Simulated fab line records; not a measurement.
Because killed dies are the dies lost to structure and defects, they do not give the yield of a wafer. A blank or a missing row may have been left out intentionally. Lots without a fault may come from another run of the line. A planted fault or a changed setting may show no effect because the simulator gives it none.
Problem report in the 8D (eight disciplines) form, filled by code	flow sky130	the parts of the form that need people (team, actions taken, sign-off) are left out

## 1. THE ISSUE
At SKY_VIA1_ETCH_15, oes_product_au averages 0.926 a.u. over 6 wafers from 2 lots, while fault-free wafers read 0.980 a.u., standard deviation 0.0048. Relative to the usual mean, that is a shift of -11 standard deviations.
The step: etches SiO2 in C4F8/O2/Ar, stops on TiN, target depth 351 nm, time 54 s.
Earliest sighting: wafer L962.2 on rie_diel-01 at day 39 03:52. Wafers with a number at this step in the record: 33, from 11 lots. Rule for "out" (also "out of limits"): further than 4 standard deviations from the usual mean. All remaining wafers that have a number are taken as sound.

## 2. WHAT IT IS, WHAT IT ISN'T
question	is	is not
which readings at this step	oes_product_au	-
which lots	L962, L964	L946, L947, L950, L955, L956, L957, L958, L959, L960
which wafers of those lots	all that have a number	-
read on which tools	rie_diel-01, rie_diel-04	rie_diel-02
when	from day 39 03:52	up to then (27 sound wafers)

## 3. THE SUSPECTS, EACH WITH WHAT RULES IT OUT
Counting: a tool at a process step up to the reading stays a suspect if it ran every lot that is out and no sound lot after the first of them.
- cmp-02 at SKY_VIA1_CMP_02 (polishes SiO2): kept. It ran every lot that is out, first L962 (day 38 02:19), and no sound lot after that; its last sound lot up to then is L959 (day 37 04:58).
The count leaves cmp-02 at SKY_VIA1_CMP_02.

## 4. THE CAUSE (what the simulator had put in)
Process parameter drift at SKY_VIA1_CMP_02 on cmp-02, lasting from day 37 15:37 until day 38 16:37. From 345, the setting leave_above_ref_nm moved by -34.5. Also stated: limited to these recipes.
Only this tool survived the counting.

## 5. SEQUENCE OF EFFECTS, ordered by route
Each row: a reading whose mean over the struck wafers that have a number lies more than 3 standard deviations from the usual. Scope: only readings with a usual standard deviation given in the record; hours: median across lots of the time from each lot's start at the first step in this table that gives one to its start at this step; sigmas: change in usual standard deviations.
hours	step	reading	usual	on struck wafers	change	sigmas
0	SKY_VIA1_ETCH_15	oes_product_au	0.980 a.u.	0.926	-0.054	-11
It contains these process steps:
- SKY_VIA1_ETCH_15: etches SiO2 in C4F8/O2/Ar, stops on TiN, target depth 351 nm, time 54 s.
At these later measuring or inspecting steps, every struck wafer for which the step has a row has a number for every such reading, and none has moved that far: SKY_METAL2_RS_MEAS_05.

## 6. HOW IT WOULD HAVE BEEN CAUGHT EARLIER
In this record no reading fell out of limits until day 39 03:52, 36 hours after the fault had begun at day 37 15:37.
Of the tool readings at SKY_VIA1_CMP_02 for which the record gives a usual standard deviation, none was out on any struck wafer, so an alarm limit of 4 standard deviations on them would not have fired.
Lots out: 2; all had begun SKY_VIA1_CMP_02 on cmp-02 by day 39 03:52. None of them would have been spared by holding the tool at that moment.
